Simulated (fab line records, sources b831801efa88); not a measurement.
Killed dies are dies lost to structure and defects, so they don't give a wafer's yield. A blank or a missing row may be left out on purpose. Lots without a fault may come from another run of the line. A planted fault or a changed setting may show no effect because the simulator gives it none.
One fault seen from 2 desks | flow sky130 | each desk has only its own numbers; what lay behind them comes last

THE METROLOGY DESK
What the gauges read, lot by lot, whatever tool the lot ran on: means of the sampled wafers that have a number. A lot is out of limits, marked OUT, if its mean lies more than 4 standard deviations from the usual mean; the brackets give that distance.
Columns: A = GATE_OXIDE_OVL at SKY_GATE_OXIDE_OVL_MEAS_10, usual 0.6 nm; B = LDD_N_OVL at SKY_LDD_N_OVL_MEAS_07, usual -0.9 nm; C = LDD_P_TW at SKY_LDD_P_TW_MEAS_11, usual 638; D = METAL1_ALCU_RS at SKY_METAL1_RS_MEAS_05, usual 0.1259 ohm/sq
lot  | first seen here | A    | B    | C   | D
L645 | day 14 13:42    | 2.1  | -0.5 | 635 | 0.1273
L647 | day 14 23:37    | -1.1 | 0.5  | 636 | 0.1243
L646 | day 14 23:58    | 1.8  | 0.2  | 636 | 0.1258
L648 | day 15 08:32    | 0.5  | 0.3  | 636 | 0.1267
L649 | day 15 15:25    | 2.9  | -1.2 | 642 | 0.1275
L650 | day 16 00:10    | 0.6  | -1.8 | 636 | 0.1250
L651 | day 16 06:01    | -0.1 | -0.0 | 638 | 0.1261
L652 | day 16 21:17    | -0.0 | -1.1 | 639 | 0.1253
L655 | day 18 01:02    | 0.3  | -1.5 | 638 | 0.1263
L662 | day 20 05:05    | 1.6  | -0.1 | 639 | 0.1261
L666 | day 21 17:22    | 1.3  | -0.5 | 646 | 0.1278
L668 | day 22 08:13    | 0.3  | -1.2 | 647 | 0.1245
This desk's finding: nothing out of limits on any of the 12 lots.

THE TOOL OWNER'S DESK: pvd_sputter-01
The tool's own readings at SKY_METAL1_SPUTTER_01 (material TiN, target thk 20 nm, time 16.7 s): means of the sampled wafers that have a number, for each lot that ran on this tool. A lot is out of limits, marked OUT, if its mean lies more than 4 standard deviations from the usual mean; the brackets give that distance.
Columns: A = throttle_valve_pct at SKY_METAL1_SPUTTER_01, usual 30.0 %
lot  | first seen here | A
L645 | day 32 18:29    | 30.5
L648 | day 33 14:07    | 29.0
L649 | day 33 22:38    | 29.9
L652 | day 34 20:54    | 30.7
L662 | day 37 19:07    | 29.1
This desk's finding: nothing out of limits on any of the 5 lots.

PUT TOGETHER
The metrology desk saw nothing out of limits.
The tool owner's desk saw nothing out of limits.

WHAT THE SIMULATOR HAD PUT IN
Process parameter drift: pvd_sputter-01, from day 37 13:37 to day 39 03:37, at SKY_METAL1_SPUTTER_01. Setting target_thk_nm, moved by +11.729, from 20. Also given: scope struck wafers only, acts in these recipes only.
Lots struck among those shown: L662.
